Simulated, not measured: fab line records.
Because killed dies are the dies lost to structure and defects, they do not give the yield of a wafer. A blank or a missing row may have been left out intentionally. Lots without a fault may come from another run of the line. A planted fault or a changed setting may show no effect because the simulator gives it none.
Code-filled problem report in 8D (eight disciplines) form ; flow gf180mcu ; the parts of the form that need people (team, actions taken, sign-off) are left out

1. WHAT IS WRONG
At GF_M3_SPUTTER_00, cathode-dc-power-W averages 4577.0 W over 6 wafers from 2 lots, while fault-free wafers read 3999.9 W, standard deviation 0.67. That is +99 or more standard deviations from the usual mean.
The step: material Ti, target thk 37.5 nm, time 150 s.
First observed at day 23 03:01: wafer L678.1, on pvd-sputter-02. The record holds 39 wafers of 13 lots with a number at this step. The rule behind "out" and "out of limits": a value lying over 4 standard deviations away from the usual mean. All remaining wafers that have a number are taken as sound.

2. WHAT IT IS AND WHAT IT IS NOT
question;is;is not
which readings at this step;cathode-dc-power-W;throttle-valve-pct
which lots;L678, L679;L672, L674, L685, L686, L687, L688, L689, L690, L691, L692, L693
which wafers of those lots;all that have a number;-
read on which tools;pvd-sputter-02;pvd-sputter-03, pvd-sputter-04
when;from day 23 03:01;"up to then (6 sound wafers); but 27 sound wafers of L685, L686, L687, L688, L689, L690, L691, L692, L693 came after"

3. WHAT RULES OUT EACH SUSPECT
Counting: a tool at any process step up to the reading remains a suspect when it ran all the lots that are out and ran no sound lot after the first of those.
- pvd-sputter-02 at GF_M3_SPUTTER_00 (material Ti, target thk 37.5 nm, time 150 s): ruled out as a lasting fault. Sound lots L687, L692, L693 ran on it after its first lot that is out, L678 (day 23 03:01).
Left after counting: nothing in the record.

4. THE CAUSE (what the simulator had put in)
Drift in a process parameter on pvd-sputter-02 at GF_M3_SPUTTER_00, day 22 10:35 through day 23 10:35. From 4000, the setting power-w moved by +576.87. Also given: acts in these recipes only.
Counting ruled it out, wrongly.

5. THE EFFECT CHAIN, in route order
Rows list readings where the struck wafers' mean (over those with a number) sits beyond 3 standard deviations from the usual. Only readings whose record carries a usual standard deviation are examined. hours: median over the lots of the time between each lot's start at the first step of this table that gives one and its start at this step. sigmas: the change, counted in usual standard deviations.
hours;step;reading;usual;on struck wafers;change;sigmas
0;GF_M3_SPUTTER_00;cathode-dc-power-W;3999.9 W;4577.0;+577.1;+99 or more
Process steps it contains:
- GF_M3_SPUTTER_00: material Ti, target thk 37.5 nm, time 150 s.

6. HOW IT WOULD HAVE BEEN CAUGHT EARLIER
First out-of-limits reading in this record: day 23 03:01, which is 16 hours after fault onset at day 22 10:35.
